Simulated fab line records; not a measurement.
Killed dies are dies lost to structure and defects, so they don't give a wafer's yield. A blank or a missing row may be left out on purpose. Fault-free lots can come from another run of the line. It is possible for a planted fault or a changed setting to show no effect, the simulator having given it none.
Which tool is to blame? || flow sfq-line || Sampling: 14 lots, 42 wafers, 2 of 325 route steps

== WHAT THE GAUGES READ, wafer by wafer ==
The record holds no reading of a measuring or inspecting step that can be judged against a usual standard deviation.

== EACH LOT AND THE TOOL THAT RAN IT (in order: tool; ch and the chambers of the sampled wafers; start) ==
{"lot": "L267", "SFQ_TRILAYER_A5C_DEP_PECVD_142": "pecvd-01 ch 1,2, day 62 14:46", "SFQ_TRILAYER_C5_ETCH_VIA_ETCH_154": "rie-diel-02 ch 0,1,2, day 67 20:04"}
{"lot": "L268", "SFQ_TRILAYER_A5C_DEP_PECVD_142": "pecvd-02 ch 0,1,2, day 62 15:56", "SFQ_TRILAYER_C5_ETCH_VIA_ETCH_154": "rie-diel-04 ch 0,2,3, day 67 22:28"}
{"lot": "L270", "SFQ_TRILAYER_A5C_DEP_PECVD_142": "pecvd-01 ch 0,2, day 65 07:11", "SFQ_TRILAYER_C5_ETCH_VIA_ETCH_154": "rie-diel-01 ch 0,1,2, day 70 05:26"}
{"lot": "L271", "SFQ_TRILAYER_A5C_DEP_PECVD_142": "pecvd-02 ch 0,1,2, day 65 10:47", "SFQ_TRILAYER_C5_ETCH_VIA_ETCH_154": "rie-diel-01 ch 0,2,3, day 74 14:14"}
{"lot": "L272", "SFQ_TRILAYER_A5C_DEP_PECVD_142": "pecvd-04 ch 0,1, day 65 11:59", "SFQ_TRILAYER_C5_ETCH_VIA_ETCH_154": "rie-diel-04 ch 0,1,3, day 74 15:26"}
{"lot": "L273", "SFQ_TRILAYER_A5C_DEP_PECVD_142": "pecvd-04 ch 0,2, day 65 19:25", "SFQ_TRILAYER_C5_ETCH_VIA_ETCH_154": "rie-diel-02 ch 0,2,3, day 74 20:14"}
{"lot": "L274", "SFQ_TRILAYER_A5C_DEP_PECVD_142": "pecvd-01 ch 0,1,2, day 66 00:13", "SFQ_TRILAYER_C5_ETCH_VIA_ETCH_154": "rie-diel-01 ch 0,3, day 75 02:14"}
{"lot": "L275", "SFQ_TRILAYER_A5C_DEP_PECVD_142": "pecvd-01 ch 1,2, day 66 13:43", "SFQ_TRILAYER_C5_ETCH_VIA_ETCH_154": "rie-diel-01 ch 0,2,3, day 75 08:14"}
{"lot": "L276", "SFQ_TRILAYER_A5C_DEP_PECVD_142": "pecvd-02 ch 1,2, day 66 14:56", "SFQ_TRILAYER_C5_ETCH_VIA_ETCH_154": "rie-diel-02 ch 0,3, day 75 10:38"}
{"lot": "L279", "SFQ_TRILAYER_A5C_DEP_PECVD_142": "pecvd-01 ch 0,1, day 67 01:34", "SFQ_TRILAYER_C5_ETCH_VIA_ETCH_154": "rie-diel-02 ch 0,2, day 75 16:38"}
{"lot": "L282", "SFQ_TRILAYER_A5C_DEP_PECVD_142": "pecvd-01 ch 0,1,2, day 67 19:56", "SFQ_TRILAYER_C5_ETCH_VIA_ETCH_154": "rie-diel-02 ch 0,2, day 76 03:26"}
{"lot": "L283", "SFQ_TRILAYER_A5C_DEP_PECVD_142": "pecvd-01 ch 0,2, day 67 22:20", "SFQ_TRILAYER_C5_ETCH_VIA_ETCH_154": "rie-diel-01 ch 0,1, day 76 08:14"}
{"lot": "L289", "SFQ_TRILAYER_A5C_DEP_PECVD_142": "pecvd-01 ch 0,1,2, day 71 23:05", "SFQ_TRILAYER_C5_ETCH_VIA_ETCH_154": "rie-diel-02 ch 1,2,3, day 78 16:44"}
{"lot": "L290", "SFQ_TRILAYER_A5C_DEP_PECVD_142": "pecvd-02 ch 0,1,2, day 72 01:29", "SFQ_TRILAYER_C5_ETCH_VIA_ETCH_154": "rie-diel-01 ch 0,2,3, day 78 17:56"}
- SFQ_TRILAYER_A5C_DEP_PECVD_142: deposits SiO2 from SiH4/N2O, time 15.556 s, target thk 70 nm.
- SFQ_TRILAYER_C5_ETCH_VIA_ETCH_154: etches SiO2 in CHF3, stops on Nb, target depth 84 nm.

== AS READ BY THE TOOLS THEMSELVES (means over the sampled wafers that have a number; for cases with no such wafer, the mark the record gives instead) ==
SFQ_TRILAYER_A5C_DEP_PECVD_142.
{"lot": "L267", "tool": "pecvd-01", "chamber-pressure-Torr (Torr)": 2.403, "heater-power-w (W)": 90, "throttle-valve-pct (%)": 23.0}
{"lot": "L268", "tool": "pecvd-02", "chamber-pressure-Torr (Torr)": 2.402, "heater-power-w (W)": 81, "throttle-valve-pct (%)": 26.1}
{"lot": "L270", "tool": "pecvd-01", "chamber-pressure-Torr (Torr)": 2.409, "heater-power-w (W)": 75, "throttle-valve-pct (%)": 23.7}
{"lot": "L271", "tool": "pecvd-02", "chamber-pressure-Torr (Torr)": 2.400, "heater-power-w (W)": 83, "throttle-valve-pct (%)": 26.0}
{"lot": "L272", "tool": "pecvd-04", "chamber-pressure-Torr (Torr)": 2.402, "heater-power-w (W)": 78, "throttle-valve-pct (%)": 24.9}
{"lot": "L273", "tool": "pecvd-04", "chamber-pressure-Torr (Torr)": 2.405, "heater-power-w (W)": 76, "throttle-valve-pct (%)": 25.9}
{"lot": "L274", "tool": "pecvd-01", "chamber-pressure-Torr (Torr)": 2.397, "heater-power-w (W)": 87, "throttle-valve-pct (%)": 23.3}
{"lot": "L275", "tool": "pecvd-01", "chamber-pressure-Torr (Torr)": 2.399, "heater-power-w (W)": 86, "throttle-valve-pct (%)": 23.2}
{"lot": "L276", "tool": "pecvd-02", "chamber-pressure-Torr (Torr)": 2.401, "heater-power-w (W)": 65, "throttle-valve-pct (%)": 25.4}
{"lot": "L279", "tool": "pecvd-01", "chamber-pressure-Torr (Torr)": 2.397, "heater-power-w (W)": 90, "throttle-valve-pct (%)": 23.4}
{"lot": "L282", "tool": "pecvd-01", "chamber-pressure-Torr (Torr)": 2.403, "heater-power-w (W)": 86, "throttle-valve-pct (%)": 23.4}
{"lot": "L283", "tool": "pecvd-01", "chamber-pressure-Torr (Torr)": 2.395, "heater-power-w (W)": 85, "throttle-valve-pct (%)": 23.6}
{"lot": "L289", "tool": "pecvd-01", "chamber-pressure-Torr (Torr)": 2.402, "heater-power-w (W)": 84, "throttle-valve-pct (%)": 23.6}
{"lot": "L290", "tool": "pecvd-02", "chamber-pressure-Torr (Torr)": 2.399, "heater-power-w (W)": 88, "throttle-valve-pct (%)": 23.1}

SFQ_TRILAYER_C5_ETCH_VIA_ETCH_154.
{"lot": "L267", "tool": "rie-diel-02", "drypump-motor-current-A (A)": 5.9, "oes-product-au (a.u.)": 0.897}
{"lot": "L268", "tool": "rie-diel-04", "drypump-motor-current-A (A)": 5.9, "oes-product-au (a.u.)": 0.899}
{"lot": "L270", "tool": "rie-diel-01", "drypump-motor-current-A (A)": 5.7, "oes-product-au (a.u.)": 0.896}
{"lot": "L271", "tool": "rie-diel-01", "drypump-motor-current-A (A)": 5.8, "oes-product-au (a.u.)": 0.898}
{"lot": "L272", "tool": "rie-diel-04", "drypump-motor-current-A (A)": 5.9, "oes-product-au (a.u.)": 0.900}
{"lot": "L273", "tool": "rie-diel-02", "drypump-motor-current-A (A)": 6.0, "oes-product-au (a.u.)": 0.900}
{"lot": "L274", "tool": "rie-diel-01", "drypump-motor-current-A (A)": 6.1, "oes-product-au (a.u.)": 0.894}
{"lot": "L275", "tool": "rie-diel-01", "drypump-motor-current-A (A)": 5.8, "oes-product-au (a.u.)": 0.892}
{"lot": "L276", "tool": "rie-diel-02", "drypump-motor-current-A (A)": 6.2, "oes-product-au (a.u.)": 0.887}
{"lot": "L279", "tool": "rie-diel-02", "drypump-motor-current-A (A)": 6.0, "oes-product-au (a.u.)": 0.881}
{"lot": "L282", "tool": "rie-diel-02", "drypump-motor-current-A (A)": 6.0, "oes-product-au (a.u.)": 0.926}
{"lot": "L283", "tool": "rie-diel-01", "drypump-motor-current-A (A)": 6.1, "oes-product-au (a.u.)": 0.926}
{"lot": "L289", "tool": "rie-diel-02", "drypump-motor-current-A (A)": 5.8, "oes-product-au (a.u.)": 0.895}
{"lot": "L290", "tool": "rie-diel-01", "drypump-motor-current-A (A)": 5.8, "oes-product-au (a.u.)": 0.893}

== THE ANSWER, worked out from the rows above alone ==
Rule: the usual values come from the lots themselves. Put in order of their means at a reading, lots are off if they are a third of the lots or fewer, leave a main group of 4 or more, and stand apart from it by a gap of 3 or more times the standard deviation of the main group's means; of several such gaps the widest counts. A main group is skipped when, at the precision printed for the reading in the tables above, its means are all equal. Also off: a lot with no number at a reading for which 4 or more lots have one. Where the step has rows for the other lots, those lots are counted as sound. First the gauges in route order, then the tools' own readings, where a lot's mean is used as printed above. At the first step where some lot is off, the reading lying furthest off is the one used; lots without a number count as furthest.
Off, at SFQ_TRILAYER_C5_ETCH_VIA_ETCH_154 on oes-product-au: L282, L283. The main group has a mean of 0.894 a.u. with a standard deviation of 0.0054.
A tool fits if, at that step or a process step before it, it ran every lot that is off, and no sound lot after the first of them. None of those tried fits.

== WHAT THE SIMULATOR PUT IN ==
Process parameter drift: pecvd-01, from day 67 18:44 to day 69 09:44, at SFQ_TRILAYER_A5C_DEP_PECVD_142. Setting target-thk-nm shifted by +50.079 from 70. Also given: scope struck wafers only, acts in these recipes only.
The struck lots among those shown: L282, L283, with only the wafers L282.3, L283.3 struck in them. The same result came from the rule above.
